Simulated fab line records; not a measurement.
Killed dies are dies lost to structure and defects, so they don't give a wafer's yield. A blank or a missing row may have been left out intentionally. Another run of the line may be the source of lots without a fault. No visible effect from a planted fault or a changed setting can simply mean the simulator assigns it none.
A struck lot beside a sound one | flow gf180mcu | 15 out of 602 route steps
Sound: wafers L526.1, L526.2, L526.3. Struck: wafer L532.2 (left out: L532.4, L532.6 of the same lot, which were not struck); the cause appears at the end.
For every step that has rows: the tool of each side, followed by ch and its chambers, followed by its first start. Under that, the readings that differ: sound wafers | struck wafers | difference of the means | sigmas: that difference in standard deviations of wafers without a fault.
alike: readings with means less than 2 such deviations apart, plus words and numbers identical on both sides. not compared: withheld readings, readings lacking a value on some wafer, bounds such as >300 that could conceal the same value, and numbers that have no deviation in the record and whose values overlap.
A row with sigmas, a row that says differs or no value, or rows on one side alone: a step with any of these is where the two part. Numbers that have no deviation but don't overlap get no sigmas and don't part them. A reading that every wafer of one side lacks parts them only if that side has two wafers or more.

GF_V2_ETCH_16: etches BARC in N2/H2.
  sound on rieDiel-04 ch 1,2,3, day 21 21:00; struck on rieDiel-04 ch 3, day 23 13:37
  alike: chamberPressureMTorr, drypumpMotorCurrentA, oesProductAu, throttleValvePct
then, 1 step without rows for these wafers: GF_V2_ETCH_17 (etches SiO2 in C4F8/O2/Ar, stops on TiN, target depth 630 nm).
GF_V2_STRIP_18: strips in O2/N2.
  sound on plasmaAsher-02 ch 0,1, day 21 21:08; struck on plasmaAsher-02 ch 1, day 23 13:44
  alike: chamberPressureMTorr, drypumpMotorCurrentA, heaterPowerW, oesProductAu
  not compared: rfHoursCounterH
then, 3 steps without rows for these wafers: GF_V2_STRIP_19 (strips in post etch residue remover, time 1200 s); GF_V2_CLEAN_20 (cleans in DIW); GF_V2_SPUTTER_21 (material Ti, target thk 15 nm, time 80.02 s).
GF_V2_SPUTTER_22: material TiN, target thk 10 nm, time 40.64 s.
  sound on pvdSputter-01, day 21 21:44; struck on pvdSputter-02, day 23 14:22
  alike: chamberPressurePa, throttleValvePct
then, 1 step without rows for these wafers: GF_V2_CVD_23 (deposits W, target thk 350 nm, time 104.94 s).
GF_V2_RS_MEAS_24: measurement is done with a four-point probe.
  sound on filmMetro-04, day 21 21:53; struck on filmMetro-01, day 23 14:32
reading          | sound             | struck | difference | sigmas
V2_W_RS (ohm/sq) | 0.331 0.331 0.331 | 0.316  | -0.015     | -3
GF_V2_THK_MEAS_25: measures by xrf.
  sound on filmMetro-04, day 21 22:01; struck on filmMetro-01, day 23 14:38
  alike: V2_W_THK
then, 1 step without rows for these wafers: GF_V2_CMP_26 (polishes, stops on SiO2, t overpolish 15 s, target thk 0 nm).
GF_M3_SPUTTER_00: material Ti, target thk 37.5 nm, time 150 s.
  sound on pvdSputter-02, day 21 22:23; struck on pvdSputter-04, day 23 14:59
  alike: chamberPressurePa, throttleValvePct
GF_M3_SPUTTER_01: material TiN, target thk 30 nm, time 25 s.
  sound on pvdSputter-02, day 21 22:29; struck on pvdSputter-04, day 23 15:05
reading                               | sound                | struck | difference | sigmas
chamberPressurePa (Pa)                | 0.4001 0.3998 0.3998 | 0.1500 | -0.2499    | -99 or more
throttleValvePct (%)                  | 30.0 31.3 31.4       | 48.8   | +17.9      | +19
model.TiN_of_M3_SPUTTER_01.thkNm (nm) | 30.34 29.52 30.06    | 32.94  | +2.97      | 
GF_M3_SPUTTER_02: material AlCu, target thk 450 nm, time 23.9 s.
  sound on pvdSputter-02, day 21 22:31; struck on pvdSputter-04, day 23 15:07
reading                | sound                | struck | difference | sigmas
chamberPressurePa (Pa) | 0.4015 0.3998 0.4014 | 0.3990 | -0.0019    | -2
  alike: throttleValvePct
next, for these wafers, 1 step has no rows: GF_PASSIVATION_PROBE_99.

WHERE THEY PART
Earliest at GF_V2_RS_MEAS_24; latest, in this record, at GF_M3_SPUTTER_02.

WHY: whatever the simulator had introduced
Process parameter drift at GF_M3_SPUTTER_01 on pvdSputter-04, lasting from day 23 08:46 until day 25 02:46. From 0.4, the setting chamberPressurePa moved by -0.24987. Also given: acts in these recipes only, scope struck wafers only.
